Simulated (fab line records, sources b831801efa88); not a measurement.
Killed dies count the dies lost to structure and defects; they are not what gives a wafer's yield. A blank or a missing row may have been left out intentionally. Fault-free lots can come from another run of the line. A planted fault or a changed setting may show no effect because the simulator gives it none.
The same fault as seen by 2 desks + flow sky130 + what lay behind the numbers comes last; until then each desk has only its own

AT THE METROLOGY DESK
What the gauges read for every lot (on any tool): the sampled wafers with a number, averaged. If a lot's mean is further than 4 standard deviations from the usual mean, the lot is out of limits and carries the mark OUT (the distance appears in the brackets).
Columns: A = CAP2M_CVD_00_THK at SKY_CAP2M_THK_MEAS_01, usual 15.49 nm; B = CAP2M_TIN_RS at SKY_CAP2M_RS_MEAS_03, usual 6.91 ohm/sq; C = CAP2M_TIN_THK at SKY_CAP2M_THK_MEAS_04, usual 202.2 nm; D = CAP2M_OVL at SKY_CAP2M_OVL_MEAS_12, usual -0.6 nm
| lot  | first seen here | A     | B    | C     | D    |
|------|-----------------|-------|------|-------|------|
| L596 | day 39 21:07    | 15.46 | 6.98 | 200.2 | 1.4  |
| L598 | day 41 02:06    | 15.59 | 6.84 | 202.8 | 1.7  |
| L599 | day 41 03:14    | 15.78 | 6.90 | 203.4 | 2.0  |
| L605 | day 42 16:54    | 15.31 | 6.96 | 199.2 | -0.8 |
| L609 | day 43 21:41    | 15.54 | 6.90 | 203.4 | -1.5 |
| L616 | day 45 12:34    | 15.33 | 6.90 | 202.6 | -3.0 |
This desk's finding: nothing out of limits on any of the 6 lots.

TOOL OWNER'S DESK, ilineStepper-01
The tool's own readings at SKY_CAP2M_EXPOSE_09 (exposes mask CAP2M, target cd 1000 nm): means of the sampled wafers that have a number, for each lot that ran on this tool. If a lot's mean is further than 4 standard deviations from the usual mean, the lot is out of limits and carries the mark OUT (the distance appears in the brackets).
Columns: A = exposureDoseMJCm2 at SKY_CAP2M_EXPOSE_09, usual 159.05; B = reticleTempC at SKY_CAP2M_EXPOSE_09, usual 23.00 C
| lot  | first seen here | A                        | B     |
|------|-----------------|--------------------------|-------|
| L596 | day 40 09:05    | 159.02                   | 22.97 |
| L598 | day 41 14:53    | 174.99 (+99 or more) OUT | 22.94 |
| L599 | day 41 15:28    | 175.14 (+99 or more) OUT | 23.06 |
Finding of this desk: L598, L599 out of limits; the first was L598 at day 41 14:53, on exposureDoseMJCm2 at SKY_CAP2M_EXPOSE_09. Within limits: L596.

PUT TOGETHER
The tool owner's desk had the chance to raise an alarm at day 41 14:53 on L598, L599.
Metrology desk: nothing out of limits seen.
The metrology desk holds a record of L598, L599, inside its limits.
SKY_CAP2M_EXPOSE_09 was run on ilineStepper-01 by each of the lots named.

WHAT THE SIMULATOR HAD INSERTED
Process parameters drifting: ilineStepper-01 at SKY_CAP2M_EXPOSE_09, beginning at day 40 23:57. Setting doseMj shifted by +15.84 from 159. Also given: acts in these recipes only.
Lots struck among those shown: L598, L599.
How many hours passed from the start of the fault until each desk's first out-of-limits reading: the tool owner's desk, 15.
